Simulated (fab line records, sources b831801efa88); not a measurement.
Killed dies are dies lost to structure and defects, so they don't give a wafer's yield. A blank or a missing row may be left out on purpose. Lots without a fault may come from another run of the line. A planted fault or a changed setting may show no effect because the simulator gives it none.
Tool commonality check | flow gf180mcu | 14 lots, 42 wafers sampled

WHY IT WAS OPENED
At GF_SAB_THK_MEAS_01 the reading SAB_CVD_00_THK is flagged on 2 of 14 lots. Wafers without a fault read 50.3 nm, standard deviation 0.75.
Rule: a lot is flagged when every wafer of it that has a number lies more than 4 standard deviations from that mean, or none has a number. The other lots count as sound.

lot  | measured     | on            | SAB_CVD_00_THK (nm), wafer by wafer | flag
L735 | day 14 23:24 | film_metro-02 | 50.5 50.1 50.7                      |
L736 | day 15 02:17 | film_metro-03 | 50.0 49.5 50.5                      |
L737 | day 15 13:26 | film_metro-02 | 50.0 50.7 51.5                      |
L739 | day 16 04:42 | film_metro-03 | 50.5 51.1 51.5                      |
L743 | day 17 13:26 | film_metro-03 | 49.8 50.5 49.7                      |
L745 | day 18 06:25 | film_metro-02 | 49.2 49.9 50.8                      |
L746 | day 18 11:13 | film_metro-03 | 34.7 34.7 34.8                      | FLAGGED
L748 | day 19 05:01 | film_metro-02 | 49.0 50.9 49.8                      |
L749 | day 19 12:12 | film_metro-02 | 35.3 36.6 35.5                      | FLAGGED
L750 | day 19 20:40 | film_metro-04 | 48.8 49.7 50.6                      |
L754 | day 21 06:28 | film_metro-04 | 50.6 49.8 49.7                      |
L755 | day 21 13:34 | film_metro-04 | 49.0 49.5 50.0                      |
L756 | day 21 20:47 | film_metro-04 | 50.3 50.5 51.2                      |
L757 | day 22 06:25 | film_metro-04 | 50.2 50.0 50.7                      |
The numbers of the flagged lots are 35.3 nm on average: -15.0 nm against the usual, or -20 standard deviations.

WHICH TOOL RAN EACH LOT
The record holds 1 process step before the reading, out of a route of 602 steps. In each cell: the tool, then ch and the chambers that the sampled wafers went through, then the start.
lot  | flag    | GF_SAB_CVD_00
L735 |         | pecvd-02 ch 0,1,2, day 14 23:23
L736 |         | pecvd-03 ch 1,2, day 15 02:16
L737 |         | pecvd-02 ch 1,2, day 15 13:25
L739 |         | pecvd-02 ch 0,1, day 16 04:40
L743 |         | pecvd-02 ch 0,1,2, day 17 13:25
L745 |         | pecvd-04 ch 0,1,2, day 18 06:23
L746 | FLAGGED | pecvd-04 ch 0,1,2, day 18 11:12
L748 |         | pecvd-02 ch 0,2, day 19 04:58
L749 | FLAGGED | pecvd-04 ch 1,2, day 19 12:10
L750 |         | pecvd-02 ch 0,1,2, day 19 20:39
L754 |         | pecvd-02 ch 0,1,2, day 21 06:25
L755 |         | pecvd-02 ch 0,2, day 21 13:32
L756 |         | pecvd-04 ch 0,2, day 21 20:46
L757 |         | pecvd-03 ch 0,2, day 22 06:23
What these steps do:
- GF_SAB_CVD_00: deposits SiO2 from TEOS, target thk 50 nm, time 4.9302 s.
- GF_SAB_THK_MEAS_01

FLAGGED OVER TOTAL, TOOL BY TOOL (the gauges that took the reading come last)
step               | tool          | lots run | flagged | share of the flagged lots | sound lots run after its first flagged lot
GF_SAB_CVD_00      | pecvd-02      | 8        | 0       | none                      | -
GF_SAB_CVD_00      | pecvd-03      | 2        | 0       | none                      | -
GF_SAB_CVD_00      | pecvd-04      | 4        | 2       | all                       | 1 (L756)
GF_SAB_THK_MEAS_01 | film_metro-02 | 5        | 1       | some                      | 0
GF_SAB_THK_MEAS_01 | film_metro-03 | 4        | 1       | some                      | 0
GF_SAB_THK_MEAS_01 | film_metro-04 | 5        | 0       | none                      | -

WHAT THE TABLE ALLOWS
1 row of the table ran every flagged lot: pecvd-04 at GF_SAB_CVD_00.
- pecvd-04 at GF_SAB_CVD_00: 2 of its 4 lots flagged. Sound lots ran on it after the first flagged one (L756), which a lasting fault on the whole tool wouldn't allow.
No row of the table ran every flagged lot and no sound lot after the first.

WHAT THE SIMULATOR HAD PUT IN
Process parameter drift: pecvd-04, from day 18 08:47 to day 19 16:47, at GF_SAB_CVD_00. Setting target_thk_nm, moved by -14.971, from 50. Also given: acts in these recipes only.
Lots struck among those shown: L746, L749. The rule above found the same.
